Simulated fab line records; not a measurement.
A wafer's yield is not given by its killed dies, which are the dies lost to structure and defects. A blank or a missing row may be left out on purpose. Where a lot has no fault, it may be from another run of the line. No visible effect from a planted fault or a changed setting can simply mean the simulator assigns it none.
Struck lot and sound lot, side by side    flow sky130    20 out of 708 route steps
Sound: wafers L497.1, L497.3, L497.4. Wafers L516.1, L516.3, L516.6 were the ones struck. The cause is named last.
At each step with rows: each side's tool, then ch and its chambers, then its first start. Under that, the readings that differ: sound wafers    struck wafers    difference of the means    sigmas: that difference in standard deviations of wafers without a fault.
alike: readings whose means differ by less than 2 such deviations, and words and numbers that are the same on both sides. not compared: withheld readings, readings that some wafer has no value for, bounds like >300 that may hide the same value, and numbers for which the record gives no deviation and whose values overlap.
Wherever a step has rows on one side only, a row that says differs or no value, or a row with sigmas, the two part there. Non-overlapping numbers with no deviation appear without sigmas and do not part them. A reading missing from all wafers of one side parts the sides only when that side holds two or more wafers.

SKY_LDD_HVP_OVL_MEAS_07:
  sound: overlay-02 at day 23 07:47; struck: overlay-02 at day 29 17:56
  alike: LDD_HVP_OVL
next, for these wafers, 1 step has no rows: SKY_LDD_HVP_IMPLANT_08.
SKY_LDD_HVP_STRIP_09: strips in O2/N2.
  sound on plasma_asher-04 ch 0,1, day 23 07:58; struck on plasma_asher-03 ch 0,1, day 29 18:07
  alike: drypump_motor_current_A, oes_product_au, strip_time_to_endpoint_s
  not compared: rf_hours_counter_h
SKY_LDD_HVP_TW_MEAS_10:
  sound: film_metro-03 at day 23 08:04; struck: film_metro-04 at day 29 18:13
  alike: LDD_HVP_TW
then, 7 steps without rows for these wafers: SKY_LDD_LDN_DEHYDRATE_00 (time 60 s); SKY_LDD_LDN_HMDS_01 (prime time 60 s); SKY_LDD_LDN_COAT_02 (resist thk 1140 nm); SKY_LDD_LDN_SOFTBAKE_03 (time 60 s); SKY_LDD_LDN_EXPOSE_04 (exposes mask LDNTM, target cd 700 nm); SKY_LDD_LDN_PEB_05; SKY_LDD_LDN_DEVELOP_06 (develop time 60 s).
SKY_LDD_LDN_OVL_MEAS_07:
  sound: overlay-02 at day 24 13:22; struck: overlay-01 at day 30 22:10
  alike: LDD_LDN_OVL
SKY_LDD_LDN_IMPLANT_08:
  sound on implanter-01 ch 0, day 24 13:25; struck on implanter-02 ch 0, day 30 22:13
reading             sound                             struck                         difference  sigmas
dose_ions_cm2       1.2498e+13 1.2504e+13 1.2517e+13  4.509e+12 4.471e+12 4.483e+12  -8.019e+12  -99 or more
faraday_current_uA  69.7 69.6 69.9                    25.5 26.3 25.9                 -43.8       -31
  alike: end_station_pressure_torr
then, 3 steps without rows for these wafers: SKY_LDD_LDN_IMPLANT_09; SKY_LDD_LDN_IMPLANT_10; SKY_LDD_LDN_IMPLANT_11.
SKY_LDD_LDN_STRIP_12: strips in O2/N2.
  sound on plasma_asher-02 ch 0,1, day 24 14:01; struck on plasma_asher-02 ch 0,1, day 30 22:49
  alike: drypump_motor_current_A, oes_product_au, strip_time_to_endpoint_s
  not compared: rf_hours_counter_h
SKY_LDD_LDN_TW_MEAS_13:
  sound: film_metro-04 at day 24 14:07; struck: film_metro-01 at day 30 22:55
reading     sound           struck          difference  sigmas
LDD_LDN_TW  1486 1483 1484  1405 1409 1417  -74         -10
then, 1 step without rows for these wafers: SKY_LDD_LDN_CLEAN_14 (cleans in SC1/SC2, time 150 s).
-- a jump in the record: the struck wafers' starts before and after are 20 days apart (it breaks off in module LDD_LDN and resumes in module PAD_OPEN, where the first step shown is number 708 of the route) --
SKY_PAD_OPEN_PROBE_99:
  sound: prober-02 at day 47 01:21; struck: prober-01 at day 51 03:57
reading                          sound           struck          difference  sigmas
model.etest.tip_sonos.rs_ohm_sq  2675 2697 2629  2876 2837 2863  +192        
  alike: killed_at_M0_to_M3, killed_at_M4_up, killed_at_contacts, killed_at_front_end, killed_at_other, killed_dies, killed_open, killed_short

## WHERE THEY PART
Last at SKY_LDD_LDN_TW_MEAS_13 as far as this record goes, first at SKY_LDD_LDN_IMPLANT_08. Later steps at which nothing parts them and some readings are alike: SKY_PAD_OPEN_PROBE_99.

WHY: the cause the simulator had injected
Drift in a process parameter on implanter-02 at SKY_LDD_LDN_IMPLANT_08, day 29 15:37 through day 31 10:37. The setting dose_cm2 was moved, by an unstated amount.
